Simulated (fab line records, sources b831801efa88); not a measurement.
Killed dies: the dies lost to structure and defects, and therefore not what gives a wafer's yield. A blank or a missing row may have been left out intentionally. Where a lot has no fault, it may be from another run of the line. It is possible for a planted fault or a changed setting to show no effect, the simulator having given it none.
Check for tools in common	flow sky130	Sample size 13 lots and 48 wafers

== WHAT PROMPTED THE OPENING ==
At SKY_NWELL_RS_MEAS_29 the reading NWELL_RS is flagged on 3 of 13 lots. No-fault wafers: 624.4 ohm/sq, standard deviation 1.5.
Rule: flag the lot when none of its wafers has a number, or when each of its wafers that has one lies beyond 4 standard deviations from that mean. As for the other lots, they are considered sound.

lot	measured	on	NWELL_RS (ohm/sq), wafer by wafer	flag
L353	day 5 09:47	filmMetro-04	623.7 624.3 622.5	
L356	day 6 07:22	filmMetro-04	628.3 626.5 628.5	
L359	day 6 21:22	filmMetro-02	624.6 624.8 625.6	
L361	day 7 13:33	filmMetro-02	622.7 624.2 621.8	
L362	day 7 21:26	filmMetro-02	625.8 626.0 627.4	
L365	day 8 10:53	filmMetro-02	624.1 625.1 623.5	
L366	day 8 15:11	filmMetro-04	624.7 625.2 623.7	
L367	day 8 20:24	filmMetro-01	602.6 606.4 604.9 603.1 605.3 604.6	FLAGGED
L369	day 9 10:39	filmMetro-01	625.9 626.2 625.7	
L370	day 9 15:24	filmMetro-02	623.4 624.8 622.9	
L371	day 9 21:20	filmMetro-04	604.1 605.1 606.4 604.7 607.3 606.2	FLAGGED
L372	day 10 10:18	filmMetro-04	605.5 606.8 606.7 605.9 606.3 606.7	FLAGGED
L376	day 11 02:03	filmMetro-02	622.9 622.9 623.9	
The mean of the flagged lots' numbers is 605.5 ohm/sq, -18.9 ohm/sq from the usual (-13 standard deviations).

== LOT BY LOT: THE TOOL USED ==
Before the reading, the record contains 2 process steps out of a 708-step route. In each cell: the tool, then ch and the chambers that the sampled wafers went through, then the start.
lot	flag	SKY_FIELD_ISO_SOFTBAKE_09	SKY_NWELL_IMPLANT_11
L353		lithoTrack-03 ch 0, day 4 15:19 or earlier	implanter-02 ch 0, day 4 15:19
L356		lithoTrack-03 ch 0, day 5 11:23 or earlier	implanter-04 ch 0, day 5 11:23
L359		lithoTrack-03 ch 0, day 6 01:10 or earlier	implanter-04 ch 0, day 6 01:10
L361		lithoTrack-01 ch 0, day 6 16:34 or earlier	implanter-04 ch 0, day 6 16:34
L362		lithoTrack-01 ch 0, day 7 00:07 or earlier	implanter-04 ch 0, day 7 00:07
L365		lithoTrack-01 ch 0, day 7 13:04 or earlier	implanter-01 ch 0, day 7 13:04
L366		lithoTrack-03 ch 0, day 7 17:43 or earlier	implanter-02 ch 0, day 7 17:43
L367	FLAGGED	lithoTrack-02 ch 0, day 7 22:29 or earlier	implanter-02 ch 0, day 7 22:29
L369		lithoTrack-01 ch 0, day 8 12:49 or earlier	implanter-01 ch 0, day 8 12:49
L370		lithoTrack-03 ch 0, day 8 18:04 or earlier	implanter-01 ch 0, day 8 18:04
L371	FLAGGED	lithoTrack-02 ch 0, day 9 00:07 or earlier	implanter-02 ch 0, day 9 00:07
L372	FLAGGED	lithoTrack-02 ch 0, day 9 12:25 or earlier	implanter-02 ch 0, day 9 12:25
L376		lithoTrack-01 ch 0, day 10 02:05 or earlier	implanter-01 ch 0, day 10 02:05
These steps, and what they do:
- SKY_FIELD_ISO_SOFTBAKE_09: time 94.5 s.
- SKY_NWELL_IMPLANT_11
- SKY_NWELL_RS_MEAS_29: measures by four-point-probe.

== FLAGGED AGAINST TOTAL, ONE TOOL AT A TIME (gauges that did the reading follow at the end) ==
step	tool	lots run	flagged	share of the flagged lots	sound lots run after its first flagged lot
SKY_FIELD_ISO_SOFTBAKE_09	lithoTrack-01	5	0	none	-
SKY_FIELD_ISO_SOFTBAKE_09	lithoTrack-02	3	3	all	0
SKY_FIELD_ISO_SOFTBAKE_09	lithoTrack-03	5	0	none	-
SKY_NWELL_IMPLANT_11	implanter-01	4	0	none	-
SKY_NWELL_IMPLANT_11	implanter-02	5	3	all	0
SKY_NWELL_IMPLANT_11	implanter-04	4	0	none	-
SKY_NWELL_RS_MEAS_29	filmMetro-01	2	1	some	1 (L369)
SKY_NWELL_RS_MEAS_29	filmMetro-02	6	0	none	-
SKY_NWELL_RS_MEAS_29	filmMetro-04	5	2	some	0
SKY_FIELD_ISO_SOFTBAKE_09 gives no start for some lots, so the hours and the order of its lots are those of SKY_NWELL_IMPLANT_11.

== THE TABLE: WHAT IT ALLOWS ==
Rows of the table that ran all the flagged lots, 2 in number: lithoTrack-02 at SKY_FIELD_ISO_SOFTBAKE_09; implanter-02 at SKY_NWELL_IMPLANT_11.
- lithoTrack-02 at SKY_FIELD_ISO_SOFTBAKE_09: 3 of its 3 lots flagged. Because this sample shows no sound lot run on it before its first flagged lot, the start cannot be pinned down more closely.
- implanter-02 at SKY_NWELL_IMPLANT_11: 3 of its 5 lots flagged. Last sound lot L366 at day 7 17:43, first flagged lot L367 at day 7 22:29; a fault beginning in between fits. Its own readings lie more than 4 standard deviations out on every wafer of the flagged lots: beamEnergyKeV.
These 2 tools cannot be told apart by counting lots, since each of them fits a fault that started at some hour. More lots, or a look at what each step does to the wafer, might.

== WHAT WAS PUT IN BY THE SIMULATOR ==
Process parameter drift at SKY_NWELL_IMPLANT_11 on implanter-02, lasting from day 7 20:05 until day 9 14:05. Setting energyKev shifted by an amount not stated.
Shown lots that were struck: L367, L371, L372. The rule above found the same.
